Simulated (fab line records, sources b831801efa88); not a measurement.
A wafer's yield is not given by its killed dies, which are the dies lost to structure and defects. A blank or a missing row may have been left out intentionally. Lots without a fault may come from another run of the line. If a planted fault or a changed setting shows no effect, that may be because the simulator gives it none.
One fault seen from 2 desks    flow sky130    each desk holds nothing but its own numbers, with what lay behind them at the end

## AT THE METROLOGY DESK
What the gauges read, lot by lot, whatever tool the lot ran on: means of the sampled wafers that have a number. The brackets show how far a lot's mean lies from the usual mean; more than 4 standard deviations puts the lot out of limits, marked OUT.
Columns: A = DNWELL_TW at SKY_DNWELL_TW_MEAS_09, usual 1113; B = CONTACT_HDPCVD_THK at SKY_CONTACT_THK_MEAS_03, usual 565 nm
lot   first seen here  A     B
L432  day 3 07:13      1095  572
L434  day 3 17:16      1128  565
L435  day 3 22:30      1122  566
L436  day 4 04:43      1125  559
L437  day 4 11:45      1120  564
L440  day 4 23:34      1120  565
L443  day 5 16:14      1118  559
L444  day 5 20:34      1108  562
L446  day 6 05:16      1126  566
L447  day 6 12:00      1103  557
L448  day 6 20:01      1100  563
L452  day 7 14:52      1134  572
L453  day 7 21:22      1100  566
L455  day 8 11:25      1117  564
This desk's finding: nothing out of limits on any of the 14 lots.

## FOR THE TOOL OWNER'S DESK: implanter-01
The tool's own readings at SKY_LDD_N_IMPLANT_09: means of the sampled wafers that have a number, for each lot that ran on this tool. The brackets show how far a lot's mean lies from the usual mean; more than 4 standard deviations puts the lot out of limits, marked OUT.
Columns: A = end-station-pressure-torr at SKY_LDD_N_IMPLANT_09, usual 5.3e-06 Torr; B = rotation-deg at SKY_LDD_N_IMPLANT_09, usual 113.00 degrees
lot   first seen here  A        B
L436  day 19 15:00     5.5e-06  113.01
L443  day 22 01:37     5.5e-06  228.11 (+99 or more) OUT
L446  day 23 00:57     5.3e-06  228.13 (+99 or more) OUT
This desk finds L443, L446 out of limits, L443 being first, at day 22 01:37 (rotation-deg at SKY_LDD_N_IMPLANT_09). L436 stayed within limits.

## PUT TOGETHER
The tool owner's desk could have raised an alarm at day 22 01:37, on L443, L446.
At the metrology desk, nothing out of limits was observed.
The metrology desk has L443, L446 on record, within its limits.
The lots listed all ran SKY_LDD_N_IMPLANT_09 on implanter-01.

## WHAT THE SIMULATOR PUT IN
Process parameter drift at SKY_LDD_N_IMPLANT_09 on implanter-01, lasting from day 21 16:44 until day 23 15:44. From 113, the setting rotation-deg moved by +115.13. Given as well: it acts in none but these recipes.
Shown lots that were struck: L443, L446.
How many hours passed from the start of the fault until each desk's first out-of-limits reading: the tool owner's desk, 9.
